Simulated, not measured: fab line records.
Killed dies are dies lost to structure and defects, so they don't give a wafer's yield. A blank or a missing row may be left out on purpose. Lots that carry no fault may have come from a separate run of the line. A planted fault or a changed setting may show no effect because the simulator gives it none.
fab line records    flow sky130
[record] lots = 14  wafers = 42  lastDay = 50
route steps=708 shown POLY_GATE@232 LDD_N@253 SD_P@324 SD_N@349
lots that met no fault: from a run of the same line without faults
startH: start of the lot's first displayed wafer, in hours after the record's first day    waitH: hours since the lot's step before    " repeats the value in the row above    L1.1+2: one row covering several wafers at once    - no value, or no start given    * or withheld: withheld    < > ~ a bound
route shown NAME@n: a module of which the file shows steps, and the number in the route of the first    usual: mean/standard deviation taken from wafers without a fault    same: alike in all rows    chamber/n: place in a boat    sites: the reading at each site    _std_site: the standard deviation of these    _edge_site: outer sites' mean less inner sites'    radiusMm: how far each site lies from the wafer's centre    mask NAME#n: copy n    behind: the tool/chamber that last shaped the wafer    hold: reason for holding the lot/hours on hold/outcome of the hold    device: names the non-switching transistor (n, p or np)    end of line: tests run on the same wafers once the route is complete    step lacking rows: just its recipe    killed: count of dies lost to structure and defects at first sort (not the wafer's yield)    map: a wafer's dies, x killed, . not, _ none there
set.NAME: the run value of the setting; set.NAME@STEP: its run value at that earlier step    model.NAME: the simulator's own value behind a step, which no gauge read
the route's steps for a sample of lots (tables are steps, rows are wafers)
services: when a tool's chamber went out of use (startH, in hours from the record's first day, below 0 if earlier), for how many hours, and the reason
[[steps]]
[step SKY_POLY_GATE_STRIP_18]
[recipe] chemistry = O2/N2  powerW = 1400  pressureMtorr = 1500  platenTempC = withheld  o2FlowSccm = 3000  n2FlowSccm = 300  overashFraction = 0.5
[usual] drypumpMotorCurrentA = 5.7/0.5  oesProductAu = 0.361/0.0051  stripTimeToEndpointS = 3.18/0.054
lot.wafer  tool            chamber  startH  waitH  drypumpMotorCurrentA  oesProductAu  rfHoursCounterH  stripTimeToEndpointS
L500.3     plasmaAsher-03  1        378.73  0.1    5.3                   0.363         -                3.31
L500.4     "               0        "       "      5.5                   0.360         -                3.25
L500.6     "               1        "       "      5.4                   0.365         -                3.24
L502.4     plasmaAsher-03  0        390.53  0.1    5.5                   0.367         -                3.13
L502.5     "               1        "       "      5.4                   0.360         -                3.16
L502.6     "               0        "       "      5.5                   0.362         -                3.14
L503.1     plasmaAsher-02  0        397.33  0.0    5.0                   0.370         73               3.25
L503.2     "               1        "       "      6.1                   0.367         73               3.15
L503.4     "               1        "       "      6.1                   0.371         -                3.22
L504.1     plasmaAsher-02  0        410.88  0.0    5.0                   0.360         74               3.19
L504.3     "               0        "       "      5.0                   0.367         -                3.15
L504.6     "               0        "       "      4.9                   0.369         -                3.16
L505.1     plasmaAsher-02  1        420.08  0.0    6.1                   0.366         75               3.16
L505.2     "               0        "       "      5.0                   0.360         75               3.22
L505.5     "               0        "       "      5.0                   0.355         -                3.20
L507.1     plasmaAsher-04  1        427.08  0.0    5.8                   0.361         28               3.14
L507.2     "               0        "       "      6.6                   0.363         28               3.16
L507.3     "               1        "       "      5.8                   0.364         -                3.14
L508.1     plasmaAsher-03  1        442.08  0.0    5.4                   0.356         76               3.12
L508.2     "               0        "       "      5.6                   0.363         76               3.14
L508.4     "               0        "       "      5.5                   0.363         -                3.12
L509.1     plasmaAsher-04  0        456.04  0.0    6.6                   0.361         31               3.22
L509.2     "               1        "       "      5.8                   0.362         31               3.26
L509.6     "               0        "       "      6.6                   0.362         -                3.28
L512.2     plasmaAsher-02  0        481.10  0.0    5.0                   0.362         5                3.19
L512.3     "               0        "       "      5.0                   0.351         -                3.15
L512.6     "               1        "       "      6.1                   0.370         -                3.20
L519.3     plasmaAsher-02  1        538.81  0.1    6.1                   0.361         -                3.24
L519.5     "               1        "       "      6.1                   0.365         -                3.22
L519.6     "               0        "       "      4.9                   0.358         -                3.14
L520.1     plasmaAsher-04  0        543.43  0.0    6.6                   0.356         40               3.15
L520.2     "               1        "       "      5.8                   0.357         40               3.15
L520.5     "               1        "       "      5.9                   0.361         -                3.07
L521.1     plasmaAsher-03  1        557.03  0.0    5.4                   0.358         87               3.15
L521.3     "               1        "       "      5.4                   0.361         -                3.13
L521.4     "               0        "       "      5.5                   0.365         -                3.18
L523.2     plasmaAsher-03  1        561.95  0.0    5.3                   0.355         88               3.11
L523.3     "               0        "       "      5.5                   0.366         -                3.17
L523.5     "               1        "       "      5.4                   0.350         -                3.13
L522.2     plasmaAsher-03  0        563.20  0.0    5.5                   0.357         88               3.23
L522.4     "               0        "       "      5.5                   0.366         -                3.17
L522.5     "               0        "       "      5.5                   0.366         -                3.12
[step SKY_LDD_N_STRIP_16]
[recipe] chemistry = O2/N2  powerW = 1400  pressureMtorr = 1500  platenTempC = withheld  o2FlowSccm = 3000  n2FlowSccm = 300  overashFraction = 0.5318
[usual] drypumpMotorCurrentA = 5.3/0.4  oesProductAu = 0.407/0.0044  stripTimeToEndpointS = 4.320/0.014
lot.wafer  tool            chamber  startH  waitH  drypumpMotorCurrentA  oesProductAu  rfHoursCounterH  stripTimeToEndpointS
L500.3     plasmaAsher-03  0        410.83  0.1    5.5                   0.405         -                4.319
L500.4     "               1        "       "      5.4                   0.404         -                4.313
L500.6     "               0        "       "      5.5                   0.418         -                4.327
L502.4     plasmaAsher-01  1        424.71  0.1    4.9                   0.406         -                4.294
L502.5     "               0        "       "      5.2                   0.410         -                4.344
L502.6     "               1        "       "      4.9                   0.410         -                4.313
L503.1     plasmaAsher-01  1        429.73  0.1    4.8                   0.407         61               4.311
L503.2     "               0        "       "      5.2                   0.413         61               4.317
L503.4     "               1        "       "      4.8                   0.400         -                4.312
L504.1     plasmaAsher-03  1        446.18  0.1    5.3                   0.399         76               4.336
L504.3     "               0        "       "      5.5                   0.409         -                4.322
L504.6     "               0        "       "      5.5                   0.410         -                4.328
L507.1     plasmaAsher-03  1        461.06  0.1    5.4                   0.409         78               4.279
L507.2     "               0        "       "      5.5                   0.405         78               4.326
L507.3     "               0        "       "      5.5                   0.411         -                4.304
L505.1     plasmaAsher-01  0        461.09  0.1    5.2                   0.409         63               4.317
L505.2     "               1        "       "      4.8                   0.408         63               4.328
L505.5     "               1        "       "      4.8                   0.404         -                4.311
L508.1     plasmaAsher-02  0        476.39  0.1    5.0                   0.405         5                4.311
L508.2     "               1        "       "      6.1                   0.410         5                4.319
L508.4     "               1        "       "      6.1                   0.407         -                4.299
L509.1     plasmaAsher-03  1        489.77  0.1    5.4                   0.402         80               4.310
L509.2     "               0        "       "      5.5                   0.406         80               4.338
L509.6     "               1        "       "      5.3                   0.397         -                4.340
L512.2     plasmaAsher-03  0        513.91  0.1    5.5                   0.402         83               4.284
L512.3     "               0        "       "      5.5                   0.404         -                4.323
L512.6     "               1        "       "      5.4                   0.406         -                4.316
L519.3     plasmaAsher-01  1        571.51  0.1    4.8                   0.407         -                4.317
L519.5     "               0        "       "      5.2                   0.406         -                4.313
L519.6     "               1        "       "      4.8                   0.407         -                4.320
L520.1     plasmaAsher-03  1        576.14  0.1    5.4                   0.408         89               4.331
L520.2     "               0        "       "      5.5                   0.405         89               4.324
L520.5     "               0        "       "      5.5                   0.403         -                4.317
L521.1     plasmaAsher-01  1        589.04  0.1    4.9                   0.407         76               4.332
L521.3     "               1        "       "      4.8                   0.406         -                4.318
L521.4     "               0        "       "      5.2                   0.404         -                4.313
L523.2     plasmaAsher-03  0        594.47  0.1    5.5                   0.397         91               4.323
L523.3     "               1        "       "      5.3                   0.409         -                4.317
L523.5     "               0        "       "      5.5                   0.409         -                4.338
L522.2     plasmaAsher-02  0        595.37  0.1    5.0                   0.411         17               4.319
L522.4     "               0        "       "      5.0                   0.406         -                4.292
L522.5     "               1        "       "      6.1                   0.407         -                4.302
[step SKY_SD_P_EXPOSE_04]
[recipe] maskId = PSDM  na = 0.6  sourceShape = conventional  sigmaOuter = 0.6  polarization = unpolarized  targetCdNm = 380  doseMj = 138
[usual] exposureDoseMJCm2 = 137.90/0.13  focusOffsetNm = 0.0/0.48
lot.wafer  tool             chamber  startH  waitH  mask    exposureDoseMJCm2  focusOffsetNm
L500.3     ilineStepper-02  0        578.98  -      PSDM#0  137.85             0.1
L500.4     "                0        "       "      PSDM#0  137.89             -0.5
L500.6     "                0        "       "      PSDM#0  138.00             0.6
L502.4     ilineStepper-01  0        593.40  -      PSDM#0  137.71             1.1
L502.5     "                0        "       "      PSDM#0  137.92             0.6
L502.6     "                0        "       "      PSDM#0  137.77             0.9
L503.1     ilineStepper-01  0        597.69  -      PSDM#0  138.08             -0.2
L503.2     "                0        "       "      PSDM#0  138.07             -0.3
L503.4     "                0        "       "      PSDM#0  138.15             -1.2
L504.1     ilineStepper-01  0        616.79  -      PSDM#0  137.85             -0.4
L504.3     "                0        "       "      PSDM#0  137.85             -0.3
L504.6     "                0        "       "      PSDM#0  138.01             0.0
L505.1     ilineStepper-01  0        629.66  -      PSDM#0  137.96             -0.3
L505.2     "                0        "       "      PSDM#0  137.65             0.5
L505.5     "                0        "       "      PSDM#0  137.70             0.1
L507.1     ilineStepper-02  0        629.90  -      PSDM#0  138.09             -1.0
L507.2     "                0        "       "      PSDM#0  137.96             -0.1
L507.3     "                0        "       "      PSDM#0  137.91             -1.0
L508.1     ilineStepper-01  0        641.46  -      PSDM#0  137.97             0.2
L508.2     "                0        "       "      PSDM#0  137.78             0.1
L508.4     "                0        "       "      PSDM#0  137.85             0.2
L509.1     ilineStepper-02  0        655.71  -      PSDM#0  137.77             -0.9
L509.2     "                0        "       "      PSDM#0  137.94             -0.7
L509.6     "                0        "       "      PSDM#0  138.05             -0.7
L512.2     ilineStepper-02  0        677.15  -      PSDM#0  137.83             0.4
L512.3     "                0        "       "      PSDM#0  138.19             -0.3
L512.6     "                0        "       "      PSDM#0  137.72             0.3
L519.3     ilineStepper-02  -        730.88  -      PSDM#0  -                  -
L519.5     "                -        "       "      PSDM#0  -                  -
L519.6     "                -        "       "      PSDM#0  -                  -
L520.1     ilineStepper-02  -        734.97  -      PSDM#0  -                  -
L520.2     "                -        "       "      PSDM#0  -                  -
L520.5     "                -        "       "      PSDM#0  -                  -
L521.1     ilineStepper-02  0        747.49  -      PSDM#0  137.88             0.3
L521.3     "                0        "       "      PSDM#0  137.88             -0.4
L521.4     "                0        "       "      PSDM#0  138.02             0.2
L523.2     ilineStepper-02  0        752.65  -      PSDM#0  137.79             -0.6
L523.3     "                0        "       "      PSDM#0  137.81             0.1
L523.5     "                0        "       "      PSDM#0  137.85             -0.4
L522.2     ilineStepper-02  0        753.25  -      PSDM#0  137.88             0.1
L522.4     "                0        "       "      PSDM#0  137.75             -0.4
L522.5     "                0        "       "      PSDM#0  138.09             -0.2
[step SKY_SD_N_CD_MEAS_07]
[recipe] targetCdNm = 380
[usual] cdNm = 379.7/2.5
lot.wafer  tool      chamber  startH  waitH  cdNm
L500.3     cdSem-01  -        652.71  0.1    378.4
L500.4     "         -        "       "      380.2
L500.6     "         -        "       "      380.7
L502.4     cdSem-02  -        664.93  0.1    379.8
L502.5     "         -        "       "      379.9
L502.6     "         -        "       "      380.2
L503.1     cdSem-01  -        669.29  0.1    380.8
L503.2     "         -        "       "      381.7
L503.4     "         -        "       "      376.8
L504.1     cdSem-01  -        688.79  0.1    382.2
L504.3     "         -        "       "      381.4
L504.6     "         -        "       "      382.4
L505.1     cdSem-01  -        701.34  0.1    382.7
L505.2     "         -        "       "      381.8
L505.5     "         -        "       "      382.2
L507.1     cdSem-01  -        701.99  0.1    384.9
L507.2     "         -        "       "      385.3
L507.3     "         -        "       "      385.6
L508.1     cdSem-02  -        712.26  0.1    377.0
L508.2     "         -        "       "      377.1
L508.4     "         -        "       "      374.2
L509.1     cdSem-02  -        725.67  0.1    374.0
L509.2     "         -        "       "      374.2
L509.6     "         -        "       "      373.5
L512.2     cdSem-01  -        747.44  0.1    382.5
L512.3     "         -        "       "      384.6
L512.6     "         -        "       "      380.8
L519.3     cdSem-01  -        796.76  0.1    379.8
L519.5     "         -        "       "      379.2
L519.6     "         -        "       "      379.1
L520.1     cdSem-01  -        801.57  0.1    377.0
L520.2     "         -        "       "      376.3
L520.5     "         -        "       "      377.3
L521.1     cdSem-01  -        834.10  20.8   381.9
L521.3     "         -        "       "      381.0
L521.4     "         -        "       "      382.2
L523.2     cdSem-01  -        835.68  17.2   383.5
L523.3     "         -        "       "      381.0
L523.5     "         -        "       "      382.3
L522.2     cdSem-01  -        836.16  16.0   379.2
L522.4     "         -        "       "      381.6
L522.5     "         -        "       "      380.7
[[services]]
tool             chamber  startH  hours  kind
ilineStepper-02  -        362.19  1.7    pm
ilineStepper-01  -        376.34  1.7    pm
ilineStepper-02  -        419.94  2.1    pm
plasmaAsher-02   -        421.25  9.0    pm
plasmaAsher-01   -        434.18  14.6   pm
plasmaAsher-02   -        460.10  0.5    repair
plasmaAsher-02   -        460.46  0.8    repair
ilineStepper-01  -        471.59  16.7   repair
plasmaAsher-01   -        480.32  1.8    repair
plasmaAsher-03   -        480.41  1.2    repair
ilineStepper-02  -        488.84  4.4    pm
ilineStepper-01  -        498.83  2.3    repair
ilineStepper-02  -        499.43  2.6    repair
ilineStepper-02  -        521.34  4.3    repair
ilineStepper-02  -        544.51  9.9    repair
ilineStepper-02  -        580.47  1.7    pm
ilineStepper-02  -        589.57  14.3   repair
plasmaAsher-01   -        594.66  3.3    repair
ilineStepper-01  -        604.02  1.7    pm
plasmaAsher-01   -        652.99  6.3    repair
plasmaAsher-02   -        711.60  2.8    pm
plasmaAsher-03   -        733.75  9.0    pm
plasmaAsher-02   -        738.30  37.4   repair
ilineStepper-01  -        749.98  28.9   pm
[[key]]
[firstSign] step = SKY_SD_P_EXPOSE_04  reading = toolRecord  direction = missing
effect none on later readings
metAt SKY_SD_P_EXPOSE_04
struckLots L519,L520
sortLeftOut L519.3,L519.5,L519.6,L520.1,L520.2,L520.5
testerLeftOut L519,L520
notActingAt SKY_POLY_GATE_STRIP_18,SKY_LDD_N_STRIP_16,SKY_SD_N_CD_MEAS_07
onsetBetween 677.15 730.88
[fault] kind = skippedStepWhole  tool = ilineStepper-02  chamber = -  onsetH = 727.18  steps = SKY_SD_P_EXPOSE_04  scope = struckLotsOnly
// testerLeftOut: of these lots the tester's yield and bins aren't shown, on N5 and GAA mostly nor the transistor test; their killed dies are dies lost to structure and defects alone, not to doping, threshold or leakage, so they don't give the yield
// sortLeftOut: the simulated sort isn't trusted on such a fault, so these wafers' sort isn't shown, and their yield isn't known
